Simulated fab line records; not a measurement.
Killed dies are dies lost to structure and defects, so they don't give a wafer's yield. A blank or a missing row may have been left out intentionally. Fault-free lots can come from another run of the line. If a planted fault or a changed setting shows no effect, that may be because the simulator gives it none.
Which of the tools did it?    flow gf180mcu    72 wafers from 24 lots sampled at 6 of the route's 602 steps

## WHAT THE GAUGES SHOWED, per wafer
GF_V4_CD_MEAS_14: target cd 260 nm. Usual: cd_nm 259.8 nm, standard deviation 1.3.
lot   measured      on         cd_nm (nm)         flag
L074  day 24 14:22  cd_sem-01  258.7 259.5 260.4  
L075  day 24 20:34  cd_sem-02  262.5 261.3 262.3  
L076  day 25 01:38  cd_sem-02  259.5 260.6 261.1  
L077  day 25 08:44  cd_sem-02  259.0 259.0 258.7  
L078  day 25 20:10  cd_sem-02  262.0 259.7 259.8  
L079  day 26 02:59  cd_sem-01  258.7 258.3 258.3  
L080  day 26 08:32  cd_sem-01  258.5 257.9 258.4  
L081  day 26 21:49  cd_sem-02  258.9 258.3 258.4  
L082  day 27 03:56  cd_sem-01  259.5 260.5 259.8  
L083  day 27 10:44  cd_sem-02  261.5 260.7 260.4  
L084  day 28 00:28  cd_sem-01  258.6 258.9 259.1  
L085  day 28 05:15  cd_sem-02  259.8 261.0 259.2  
L086  day 28 12:33  cd_sem-02  260.4 260.7 260.4  
L087  day 28 18:23  cd_sem-01  260.0 260.8 260.3  
L088  day 29 01:49  cd_sem-01  259.3 257.3 258.5  
L089  day 29 08:22  cd_sem-01  259.7 257.6 258.3  
L090  day 29 12:55  cd_sem-02  256.8 258.2 257.5  
L091  day 29 20:57  cd_sem-02  260.7 261.7 262.0  
L092  day 30 02:49  cd_sem-01  260.4 261.2 260.7  
L093  day 30 07:22  cd_sem-02  260.9 260.1 260.4  
L094  day 30 19:40  cd_sem-02  261.3 261.1 261.0  
L095  day 30 23:58  cd_sem-01  261.9 261.7 261.8  
L096  day 31 10:14  cd_sem-01  258.3 258.5 259.4  
L097  day 31 16:39  cd_sem-02  260.3 259.8 260.5  

## WHAT TOOL EACH LOT RAN ON (gives the tool, then ch and the chambers of the sampled wafers, and finally the start)
lot   GF_M2_STRIP_17                        GF_V2_STRIP_18                        GF_V2_CMP_26                   GF_M3_SPUTTER_00              GF_V3_CVD_02
L074  plasma_asher-02 ch 0,1, day 19 09:22  plasma_asher-03 ch 0, day 20 10:55    cmp-02 ch 0,1,3, day 20 11:56  pvd_sputter-03, day 20 12:08  pecvd-03 ch 0,2, day 21 13:35
L075  plasma_asher-03 ch 0,1, day 19 17:55  plasma_asher-01 ch 0,1, day 20 19:11  cmp-01 ch 0,1,3, day 20 20:07  pvd_sputter-01, day 20 20:25  pecvd-02 ch 1,2, day 21 21:11
L076  plasma_asher-01 ch 0,1, day 19 22:16  plasma_asher-01 ch 0, day 21 00:05    cmp-01 ch 0,1, day 21 01:04    pvd_sputter-01, day 21 01:19  pecvd-03 ch 1,2, day 22 02:17
L077  plasma_asher-01 ch 0,1, day 20 06:50  plasma_asher-03 ch 0,1, day 21 08:47  cmp-02 ch 0,2, day 21 09:46    pvd_sputter-03, day 21 10:04  pecvd-03 ch 1,2, day 22 10:35
L078  plasma_asher-02 ch 0,1, day 20 20:01  plasma_asher-01 ch 0,1, day 21 21:01  cmp-01 ch 0,1, day 21 22:08    pvd_sputter-04, day 21 22:23  pecvd-03 ch 0,1, day 22 22:44
L079  plasma_asher-03 ch 0,1, day 21 01:01  plasma_asher-01 ch 0,1, day 22 02:37  cmp-01 ch 0,1,3, day 22 03:41  pvd_sputter-01, day 22 03:50  pecvd-02 ch 0,2, day 23 04:14
L080  plasma_asher-01 ch 0,1, day 21 09:35  plasma_asher-01 ch 0,1, day 22 10:37  cmp-01 ch 0,1, day 22 11:34    pvd_sputter-03, day 22 11:52  pecvd-03 ch 0,2, day 23 11:48
L081  plasma_asher-02 ch 0,1, day 21 23:35  plasma_asher-04 ch 0,1, day 23 00:34  cmp-01 ch 0,2,3, day 23 01:37  pvd_sputter-01, day 23 01:49  pecvd-01 ch 0,1,2, day 24 01:23
L082  plasma_asher-02 ch 0,1, day 22 08:04  plasma_asher-04 ch 0,1, day 23 08:35  cmp-01 ch 0,2,3, day 23 09:38  pvd_sputter-03, day 23 09:56  pecvd-01 ch 0,1, day 24 08:44
L083  plasma_asher-01 ch 0,1, day 22 13:14  plasma_asher-04 ch 0,1, day 23 13:23  cmp-02 ch 2,3, day 23 14:19    pvd_sputter-03, day 23 14:37  pecvd-02 ch 0,1, day 24 14:24
L084  plasma_asher-01 ch 0,1, day 23 05:34  plasma_asher-03 ch 0,1, day 24 05:59  cmp-02 ch 0,1,3, day 24 07:02  pvd_sputter-03, day 24 07:11  pecvd-01 ch 0,1,2, day 25 06:53
L085  plasma_asher-01 ch 0,1, day 23 12:28  plasma_asher-03 ch 0,1, day 24 11:58  cmp-02 ch 0,1,2, day 24 13:23  pvd_sputter-03, day 24 13:35  pecvd-03 ch 1,2, day 25 12:26
L086  plasma_asher-02 ch 0,1, day 23 20:02  plasma_asher-01 ch 0,1, day 24 19:58  cmp-01 ch 0,1,2, day 24 21:01  pvd_sputter-03, day 24 21:19  pecvd-03 ch 0,1,2, day 25 20:07
L087  plasma_asher-01 ch 0,1, day 24 02:08  plasma_asher-04 ch 0,1, day 25 02:23  cmp-01 ch 2,3, day 25 03:28    pvd_sputter-03, day 25 03:46  pecvd-01 ch 0,1, day 26 02:17
L088  plasma_asher-02 ch 0,1, day 24 12:11  plasma_asher-04 ch 0,1, day 25 11:26  cmp-01 ch 1,2,3, day 25 12:22  pvd_sputter-01, day 25 12:40  pecvd-02 ch 1,2, day 26 11:01
L089  plasma_asher-03 ch 0,1, day 24 19:43  plasma_asher-01 ch 0,1, day 25 18:35  cmp-02 ch 1,2,3, day 25 19:31  pvd_sputter-01, day 25 19:49  pecvd-02 ch 0,1, day 26 17:45
L090  plasma_asher-01 ch 0,1, day 24 23:50  plasma_asher-03 ch 0,1, day 25 22:53  cmp-02 ch 0,1,3, day 25 23:49  pvd_sputter-03, day 26 00:07  pecvd-02 ch 0,1, day 26 22:37
L091  plasma_asher-01 ch 0,1, day 25 08:47  plasma_asher-03 ch 0,1, day 26 07:32  cmp-02 ch 0,1,3, day 26 08:29  pvd_sputter-03, day 26 08:47  pecvd-02 ch 0,1, day 27 07:19
L092  plasma_asher-03 ch 0,1, day 25 16:53  plasma_asher-01 ch 0,1, day 26 15:49  cmp-02 ch 0,2,3, day 26 16:52  pvd_sputter-04, day 26 17:04  pecvd-03 ch 0,1,2, day 27 14:26
L093  plasma_asher-02 ch 0,1, day 25 22:38  plasma_asher-01 ch 0,1, day 26 21:08  cmp-02 ch 1,2,3, day 26 22:14  pvd_sputter-04, day 26 22:29  pecvd-01 ch 0,1,2, day 27 19:50
L094  plasma_asher-02 ch 0,1, day 26 11:30  plasma_asher-04 ch 0,1, day 27 09:28  cmp-02 ch 0,1,2, day 27 10:23  pvd_sputter-01, day 27 10:41  pecvd-02 ch 1,2, day 28 08:16
L095  plasma_asher-03 ch 0,1, day 26 17:02  plasma_asher-03 ch 0,1, day 27 14:11  cmp-01 ch 1,3, day 27 15:07    pvd_sputter-04, day 27 15:25  pecvd-02 ch 0,1, day 28 11:55
L096  plasma_asher-01 ch 0,1, day 27 05:20  plasma_asher-01 ch 0,1, day 28 02:25  cmp-01 ch 0,1,2, day 28 03:28  pvd_sputter-04, day 28 03:43  pecvd-03 ch 0,2, day 28 23:25
L097  plasma_asher-03 ch 0,1, day 27 12:17  plasma_asher-04 ch 0,1, day 28 09:37  cmp-02 ch 0,2,3, day 28 10:33  pvd_sputter-01, day 28 10:51  pecvd-02 ch 1,2, day 29 06:52
- GF_M2_STRIP_17: strips in O2/N2.
- GF_V2_STRIP_18: strips in O2/N2.
- GF_V2_CMP_26: polishes, stops on SiO2, t overpolish 15 s, target thk 0 nm.
- GF_M3_SPUTTER_00: material Ti, target thk 37.5 nm, time 150 s.
- GF_V3_CVD_02: deposits SiO2 from TEOS, target thk 850 nm, time 94.851 s.

## WHAT THE TOOLS THEMSELVES READ (means of the sampled wafers that have a number; where no wafer has one, the mark that the record gives instead)
GF_M2_STRIP_17. Usual: drypump_motor_current_A 5.6 A, standard deviation 0.37; heater_power_w 331 W, standard deviation 24; n2_flow_sccm 300.0 sccm, standard deviation 0.93; oes_product_au 0.557 a.u., standard deviation 0.0046; strip_time_to_endpoint_s 7.86 s, standard deviation 0.048.
lot   tool             drypump_motor_current_A (A)  heater_power_w (W)  n2_flow_sccm (sccm)  oes_product_au (a.u.)  strip_time_to_endpoint_s (s)  flag
L074  plasma_asher-02  5.2                          336                 300.1                0.551                  7.79                          
L075  plasma_asher-03  6.0                          298                 299.3                0.556                  7.85                          
L076  plasma_asher-01  5.8                          336                 301.0                0.562                  7.87                          
L077  plasma_asher-01  5.8                          338                 299.6                0.557                  7.85                          
L078  plasma_asher-02  5.1                          350                 299.2                0.561                  7.90                          
L079  plasma_asher-03  5.9                          318                 299.1                0.554                  7.80                          
L080  plasma_asher-01  5.8                          341                 300.6                0.561                  7.82                          
L081  plasma_asher-02  5.2                          336                 300.8                0.558                  7.87                          
L082  plasma_asher-02  5.1                          353                 299.5                0.559                  7.93                          
L083  plasma_asher-01  5.9                          336                 299.8                0.557                  7.83                          
L084  plasma_asher-01  5.9                          336                 299.6                0.559                  7.78                          
L085  plasma_asher-01  5.8                          335                 300.2                0.561                  7.92                          
L086  plasma_asher-02  5.2                          333                 299.8                0.554                  7.80                          
L087  plasma_asher-01  5.8                          337                 299.4                0.554                  7.86                          
L088  plasma_asher-02  5.2                          333                 299.8                0.557                  7.87                          
L089  plasma_asher-03  6.0                          298                 300.4                0.558                  7.88                          
L090  plasma_asher-01  5.8                          337                 300.0                0.556                  7.82                          
L091  plasma_asher-01  5.8                          335                 300.3                0.553                  7.82                          
L092  plasma_asher-03  6.0                          298                 300.3                0.561                  7.93                          
L093  plasma_asher-02  5.2                          336                 300.2                0.555                  7.81                          
L094  plasma_asher-02  5.1                          352                 300.3                0.553                  7.87                          
L095  plasma_asher-03  5.9                          316                 299.7                0.560                  7.88                          
L096  plasma_asher-01  5.8                          332                 299.2                0.561                  7.92                          
L097  plasma_asher-03  6.0                          297                 300.1                0.560                  7.90                          

GF_V2_STRIP_18. Usual: drypump_motor_current_A 5.85 A, standard deviation 0.26; heater_power_w 325 W, standard deviation 20; n2_flow_sccm 299.9 sccm, standard deviation 0.89; oes_product_au 0.593 a.u., standard deviation 0.0049.
lot   tool             drypump_motor_current_A (A)  heater_power_w (W)  n2_flow_sccm (sccm)  oes_product_au (a.u.)  flag
L074  plasma_asher-03  6.08                         281                 301.4                0.589                  
L075  plasma_asher-01  5.84                         332                 300.4                0.593                  
L076  plasma_asher-01  5.82                         331                 301.3                0.599                  
L077  plasma_asher-03  5.98                         299                 299.7                0.594                  
L078  plasma_asher-01  5.82                         334                 300.1                0.592                  
L079  plasma_asher-01  5.85                         330                 299.6                0.597                  
L080  plasma_asher-01  5.80                         335                 299.4                0.589                  
L081  plasma_asher-04  5.66                         331                 300.2                0.590                  
L082  plasma_asher-04  5.67                         336                 299.3                0.594                  
L083  plasma_asher-04  5.96                         323                 299.7                0.593                  
L084  plasma_asher-03  5.99                         298                 300.4                0.593                  
L085  plasma_asher-03  5.86                         317                 300.3                0.594                  
L086  plasma_asher-01  5.83                         334                 299.5                0.596                  
L087  plasma_asher-04  5.65                         335                 299.4                0.593                  
L088  plasma_asher-04  5.68                         338                 300.5                0.597                  
L089  plasma_asher-01  5.83                         333                 300.0                0.591                  
L090  plasma_asher-03  5.97                         300                 299.5                0.592                  
L091  plasma_asher-03  5.88                         318                 299.5                0.588                  
L092  plasma_asher-01  5.84                         330                 300.5                0.594                  
L093  plasma_asher-01  5.84                         336                 299.6                0.595                  
L094  plasma_asher-04  5.97                         319                 299.6                0.588                  
L095  plasma_asher-03  5.97                         299                 300.4                0.593                  
L096  plasma_asher-01  5.83                         331                 299.5                0.589                  
L097  plasma_asher-04  5.97                         322                 300.3                0.591                  

GF_V2_CMP_26. Usual: motor_current_A 11.7 A, standard deviation 1.2; overpolish_run_s 14.999 s, standard deviation 0.009; time_to_endpoint_s 84 s, standard deviation 3.8.
lot   tool    motor_current_A (A)  overpolish_run_s (s)  time_to_endpoint_s (s)  flag
L074  cmp-02  11.7                 15.001                85                      
L075  cmp-01  10.8                 14.992                81                      
L076  cmp-01  10.0                 15.011                84                      
L077  cmp-02  12.1                 14.990                84                      
L078  cmp-01  10.1                 15.003                85                      
L079  cmp-01  11.0                 14.997                86                      
L080  cmp-01  9.9                  14.995                86                      
L081  cmp-01  11.1                 14.998                85                      
L082  cmp-01  11.2                 14.991                82                      
L083  cmp-02  11.5                 15.002                89                      
L084  cmp-02  11.7                 15.004                85                      
L085  cmp-02  11.9                 14.991                84                      
L086  cmp-01  11.3                 15.000                87                      
L087  cmp-01  12.4                 14.990                88                      
L088  cmp-01  12.3                 15.003                83                      
L089  cmp-02  12.1                 15.002                79                      
L090  cmp-02  11.6                 15.007                78                      
L091  cmp-02  11.9                 14.995                85                      
L092  cmp-02  12.0                 14.996                86                      
L093  cmp-02  12.2                 15.007                85                      
L094  cmp-02  12.2                 14.995                81                      
L095  cmp-01  12.1                 15.006                81                      
L096  cmp-01  11.3                 15.006                82                      
L097  cmp-02  11.6                 15.000                84                      

GF_M3_SPUTTER_00. Usual: throttle_valve_pct 30.1 %, standard deviation 1.1.
lot   tool            throttle_valve_pct (%)  flag
L074  pvd_sputter-03  30.3                    
L075  pvd_sputter-01  30.6                    
L076  pvd_sputter-01  29.6                    
L077  pvd_sputter-03  29.1                    
L078  pvd_sputter-04  30.8                    
L079  pvd_sputter-01  28.8                    
L080  pvd_sputter-03  30.3                    
L081  pvd_sputter-01  30.0                    
L082  pvd_sputter-03  29.0                    
L083  pvd_sputter-03  29.9                    
L084  pvd_sputter-03  30.8                    
L085  pvd_sputter-03  29.6                    
L086  pvd_sputter-03  30.8                    
L087  pvd_sputter-03  30.7                    
L088  pvd_sputter-01  30.7                    
L089  pvd_sputter-01  29.7                    
L090  pvd_sputter-03  30.8                    
L091  pvd_sputter-03  30.8                    
L092  pvd_sputter-04  29.2                    
L093  pvd_sputter-04  30.2                    
L094  pvd_sputter-01  29.7                    
L095  pvd_sputter-04  29.7                    
L096  pvd_sputter-04  29.8                    
L097  pvd_sputter-01  29.7                    

GF_V3_CVD_02. Usual: heater_power_w 633 W, standard deviation 52.
lot   tool      heater_power_w (W)  flag
L074  pecvd-03  603                 
L075  pecvd-02  630                 
L076  pecvd-03  641                 
L077  pecvd-03  608                 
L078  pecvd-03  620                 
L079  pecvd-02  622                 
L080  pecvd-03  588                 
L081  pecvd-01  569                 
L082  pecvd-01  640                 
L083  pecvd-02  632                 
L084  pecvd-01  586                 
L085  pecvd-03  636                 
L086  pecvd-03  636                 
L087  pecvd-01  614                 
L088  pecvd-02  676                 
L089  pecvd-02  621                 
L090  pecvd-02  657                 
L091  pecvd-02  611                 
L092  pecvd-03  649                 
L093  pecvd-01  632                 
L094  pecvd-02  629                 
L095  pecvd-02  655                 
L096  pecvd-03  576                 
L097  pecvd-02  580                 

## THE ANSWER, worked out from the rows above alone
Rule: take the mean of a lot's wafers that have a number; if it is more than 3 standard deviations from the usual mean, the lot is off. A lot without any number at a reading at which 4 lots or more have one is off too. Any other lot the step has rows for is counted as sound. Order of review: gauges by route order, followed by the tools' own readings, for which a lot's mean as printed above is used. The first step at which some lot is off is used, and at that step the reading that is off furthest; a lot without a number counts as furthest.
None of the lots is off at any reading shown; this tells nothing.

## WHAT HAD BEEN PUT IN BY THE SIMULATOR
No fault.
